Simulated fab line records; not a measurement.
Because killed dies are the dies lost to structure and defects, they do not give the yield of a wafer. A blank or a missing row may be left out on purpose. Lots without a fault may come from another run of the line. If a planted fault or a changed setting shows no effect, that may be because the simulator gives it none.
Comparing a struck lot with a sound one / flow sky130 / 15 out of 708 route steps
Sound: the wafers L420.1, L420.2, L420.6. Struck: wafer L436.4 (L436.1, L436.2, from the same lot, were not struck and are left out); the cause is given at the end.
At each step with rows: each side's tool, then ch and its chambers, then its first start. Under that, the readings that differ: sound wafers / struck wafers / difference of the means / sigmas: that difference in standard deviations of wafers without a fault.
alike: a reading whose means differ by less than 2 such deviations, as well as words and numbers matching on both sides. not compared: withheld readings; readings where some wafer has no value; bounds like >300 that might hide an equal value; numbers whose values overlap and for which the record gives no deviation.
A row with sigmas, a row that says differs or no value, or rows on one side alone: a step with any of these is where the two part. Numbers that don't overlap but have no deviation are shown without sigmas and don't part them. Lack of a reading on every wafer of one side parts them only where that side has two or more wafers.

first, 5 steps without rows for these wafers: SKY_VIA4_STRIP_13 (strips in O2/N2); SKY_VIA4_STRIP_14 (strips in post etch residue remover, time 1200 s); SKY_VIA4_CLEAN_15 (cleans in IPA, time 180 s); SKY_VIA4_CLEAN_16 (cleans in O3/DIW); SKY_VIA4_SPUTTER_17 (material TiN, target thk 20 nm, time 80 s).
SKY_VIA4_CVD_18: deposits W, target thk 505 nm, time 152.14 s.
  sound on cvd_w-01 ch 0,1, day 44 03:35; struck on cvd_w-01 ch 0, day 48 06:40
  alike: heater_power_w, susceptor_temp_C
SKY_VIA4_RS_MEAS_19: uses a four-point probe to measure.
  sound on film_metro-04, day 44 03:44; struck on film_metro-03, day 48 06:49
  alike: VIA4_W_RS
SKY_VIA4_THK_MEAS_20: measures by xrf.
  sound on film_metro-04, day 44 03:51; struck on film_metro-03, day 48 06:56
  alike: VIA4_W_THK
SKY_VIA4_CMP_21: polishes, stops on SiO2, t overpolish 25 s, target thk 0 nm.
  sound on cmp-01 ch 0,2, day 44 03:58; struck on cmp-01 ch 0, day 48 07:00
  alike: motor_current_A, overpolish_run_s, slurry_filter_dp_kPa, time_to_endpoint_s
SKY_METAL5_SPUTTER_00: material Ti, target thk 15 nm, time 10 s.
  sound on pvd_sputter-03, day 44 04:13; struck on pvd_sputter-03, day 48 07:18
reading=cathode_dc_power_W (W); sound=2999.5 2999.4 2999.7; struck=3001.1; difference=+1.6; sigmas=+3
  alike: throttle_valve_pct
then, 1 step without rows for these wafers: SKY_METAL5_SPUTTER_01 (material TiN, target thk 20 nm, time 16.7 s).
SKY_METAL5_SPUTTER_02: material AlCu, target thk 1150 nm, time 61.2 s.
  sound on pvd_sputter-03, day 44 04:16; struck on pvd_sputter-03, day 48 07:21
  alike: cathode_dc_power_W, throttle_valve_pct
SKY_METAL5_SPUTTER_03: material Ti, target thk 5 nm, time 3.3 s.
  sound on pvd_sputter-03, day 44 04:19; struck on pvd_sputter-03, day 48 07:24
reading=cathode_dc_power_W (W); sound=3000.5 2999.5 3000.4; struck=2643.5; difference=-356.6; sigmas=-99 or more
reading=model.Ti_of_METAL5_SPUTTER_03.thk_nm (nm); sound=4.938 4.978 4.884; struck=4.455; difference=-0.478; sigmas=
  alike: throttle_valve_pct
SKY_METAL5_SPUTTER_04: material TiN, target thk 70 nm, time 58.3 s.
  sound on pvd_sputter-03, day 44 04:19; struck on pvd_sputter-03, day 48 07:25
  alike: cathode_dc_power_W, throttle_valve_pct
then, 1 step without rows for these wafers: SKY_PAD_OPEN_PROBE_99.

## WHERE THEY PART
Earliest at SKY_METAL5_SPUTTER_00; latest, in this record, at SKY_METAL5_SPUTTER_03. Later steps at which nothing parts them and some readings are alike: SKY_METAL5_SPUTTER_04.

WHY: what had been put in by the simulator
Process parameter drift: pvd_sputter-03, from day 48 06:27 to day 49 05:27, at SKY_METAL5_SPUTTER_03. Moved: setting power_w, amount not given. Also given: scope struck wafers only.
